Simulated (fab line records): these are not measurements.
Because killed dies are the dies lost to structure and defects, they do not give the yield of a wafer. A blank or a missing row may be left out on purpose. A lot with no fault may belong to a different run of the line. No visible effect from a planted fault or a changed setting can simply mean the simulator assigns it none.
Struck lot and sound lot, side by side || flow sky130 || 15 steps out of a route of 708
Sound: the wafers L710.1, L710.3, L710.4. The struck wafers were L699.2, L699.4, L699.5. The cause is named last.
Order at every step that has rows: each side's tool, ch and its chambers, its first start. Under that, the readings that differ: sound wafers || struck wafers || difference of the means || sigmas: that difference in standard deviations of wafers without a fault.
alike: readings whose means differ by less than 2 such deviations, and words and numbers that are the same on both sides. not compared: withheld readings, readings that some wafer has no value for, bounds like >300 that may hide the same value, and numbers for which the record gives no deviation and whose values overlap.
The two part at a step that has a row with sigmas, a row that says differs or no value, or rows on one side only. Non-overlapping numbers with no deviation appear without sigmas and do not part them. Lack of a reading on every wafer of one side parts them only where that side has two or more wafers.

SKY_VIA3_BOW_MEAS_03:
  sound: filmMetro-01 at day 43 12:56; struck: filmMetro-03 at day 40 05:46
  alike: VIA3_BOW
then, 8 steps without rows for these wafers: SKY_VIA3_DEHYDRATE_04 (time 60 s); SKY_VIA3_HMDS_05 (prime time 60 s); SKY_VIA3_COAT_06 (resist thk 60 nm); SKY_VIA3_COAT_07 (resist thk 450 nm); SKY_VIA3_SOFTBAKE_08 (time 90 s); SKY_VIA3_EXPOSE_09 (exposes mask VIM3, target cd 200 nm); SKY_VIA3_PEB_10; SKY_VIA3_DEVELOP_11 (develop time 60 s).
SKY_VIA3_CD_MEAS_12 targets a cd of 200 nm.
  sound: cdSem-02 at day 44 10:59; struck: cdSem-02 at day 41 05:51
  alike: cdNm
SKY_VIA3_OVL_MEAS_13:
  sound: overlay-01 at day 44 11:06; struck: overlay-01 at day 41 05:58
  alike: VIA3_OVL
SKY_VIA3_ETCH_14: etches BARC in N2/H2, stops on SiO2, time 45.9 s, target depth 60 nm.
  sound on rieDiel-04 ch 0,1,3, day 44 11:08; struck on rieDiel-03 ch 0,1,3, day 41 05:59
  alike: biasW, chamberPressureMTorr, drypumpMotorCurrentA, oesProductAu, throttleValvePct
  not compared: rfHoursCounterH
SKY_VIA3_ETCH_15: etches SiO2 in C4F8/O2/Ar, stops on TiN, target depth 507 nm, time 78 s.
  sound on rieDiel-04 ch 0,1,3, day 44 11:11; struck on rieDiel-03 ch 0,1,3, day 41 06:02
  no value came back on the struck wafers for biasW (W), chamberPressureMTorr (mTorr), oesProductAu (a.u.), rfHoursCounterH (h); on the sound wafers biasW (W) reads 1203 1199 1197
{"reading": "model.KrF-thick_of_VIA3_COAT_07.thkNm (nm)", "sound": "293.2 293.9 296.7", "struck": "391.3 392 391.3", "difference": "+96.9", "sigmas": ""}
{"reading": "model.VIA3.cdNm (nm)", "sound": "201.1 205.9 201", "struck": "199.9 200.4 200.3", "difference": -2.5, "sigmas": ""}
SKY_VIA3_STRIP_16: strips in O2/N2.
  sound on plasmaAsher-03 ch 0,1, day 44 11:14; struck on plasmaAsher-04 ch 0,1, day 41 06:05
{"reading": "oesProductAu (a.u.)", "sound": "0.399 0.401 0.406", "struck": "0.442 0.446 0.440", "difference": "+0.041", "sigmas": "+8"}
{"reading": "stripTimeToEndpointS (s)", "sound": "4.13 4.16 4.18", "struck": "5.17 5.20 5.18", "difference": "+1.03", "sigmas": "+29"}
  alike: drypumpMotorCurrentA
  not compared: rfHoursCounterH
then, 1 step without rows for these wafers: SKY_VIA3_STRIP_17 (strips in post etch residue remover, time 1200 s).

## WHERE THEY PART
Last at SKY_VIA3_STRIP_16 as far as this record goes, first at SKY_VIA3_ETCH_15.

WHY: what had been put in by the simulator
Skipped step whole: rieDiel-03, from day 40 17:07 on, at SKY_VIA3_ETCH_15. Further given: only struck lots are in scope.
